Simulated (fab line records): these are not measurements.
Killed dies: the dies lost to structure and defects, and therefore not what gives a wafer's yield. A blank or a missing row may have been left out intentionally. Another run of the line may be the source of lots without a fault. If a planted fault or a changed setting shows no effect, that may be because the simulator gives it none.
The same fault as seen by 2 desks | flow gf180mcu | what lay behind the numbers comes last; until then each desk has only its own

== AT THE METROLOGY DESK ==
Means of the sampled wafers that have a number, per lot and without regard to the tool the lot ran on: this is what the gauges read. A lot is out of limits, marked OUT, if its mean lies more than 4 standard deviations from the usual mean; the brackets give that distance.
Columns: A = V5_CVD_02_THK at GF_V5_THK_MEAS_03, usual 1450 nm; B = V5_OVL at GF_V5_OVL_MEAS_15, usual 1 nm; C = V5_W_RS at GF_V5_RS_MEAS_24, usual 0.329 ohm/sq
lot  | first seen here | A    | B  | C
L735 | day 26 06:33    | 1446 | 2  | 0.329
L737 | day 26 19:38    | 1425 | -4 | 0.326
L738 | day 27 09:51    | 1454 | -1 | 0.331
L740 | day 27 18:41    | 1436 | 6  | 0.331
L741 | day 28 08:27    | 1446 | 10 | 0.330
L743 | day 28 19:52    | 1461 | -1 | 0.327
L745 | day 29 13:04    | 1452 | -1 | 0.332
L746 | day 29 17:19    | 1489 | 12 | 0.323
L750 | day 30 23:37    | 1448 | 3  | 0.331
L754 | day 31 21:55    | 1466 | -3 | 0.324
L755 | day 32 04:18    | 1453 | 2  | 0.331
L757 | day 32 17:41    | 1444 | 9  | 0.332
L758 | day 33 00:36    | 1467 | 8  | 0.327
Result from this desk: across the 13 lots, nothing is out of limits.

== FOR THE TOOL OWNER'S DESK: rie_diel-01 ==
The tool's own readings at GF_V5_ETCH_16 (etches BARC in N2/H2): means of the sampled wafers that have a number, for each lot that ran on this tool. A lot is out of limits, marked OUT, if its mean lies more than 4 standard deviations from the usual mean; the brackets give that distance.
Columns: A = drypump_motor_current_A at GF_V5_ETCH_16, usual 5.7 A; B = oes_product_au at GF_V5_ETCH_16, usual 0.855 a.u.; C = rf_fwd_power_W at GF_V5_ETCH_16, usual 494.7 W; D = throttle_valve_pct at GF_V5_ETCH_16, usual 13.225 %
lot  | first seen here | A   | B     | C               | D
L740 | day 28 14:40    | 5.6 | 0.858 | 495.0           | 13.225
L741 | day 29 04:27    | 6.5 | 0.855 | 491.5           | 13.220
L750 | day 31 17:38    | 5.9 | 0.854 | 413.4 (-39) OUT | 13.223
L755 | day 32 20:35    | 5.3 | 0.856 | 417.4 (-37) OUT | 13.227
This desk's finding: out of limits on L750, L755; first on L750, day 31 17:38 (rf_fwd_power_W at GF_V5_ETCH_16). L740, L741 stayed within limits.

== TAKEN TOGETHER ==
The tool owner's desk could have raised an alarm at day 31 17:38, on L750, L755.
From the metrology desk's view, nothing was out of limits.
The metrology desk has L750, L755 on record, within its limits.
GF_V5_ETCH_16 was run on rie_diel-01 by each of the lots named.

== WHAT WAS PUT IN BY THE SIMULATOR ==
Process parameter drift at GF_V5_ETCH_16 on rie_diel-01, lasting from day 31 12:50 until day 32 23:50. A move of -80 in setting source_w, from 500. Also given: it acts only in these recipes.
Struck lots among those shown: L750, L755.
How many hours passed from the start of the fault until each desk's first out-of-limits reading: the tool owner's desk, 5.
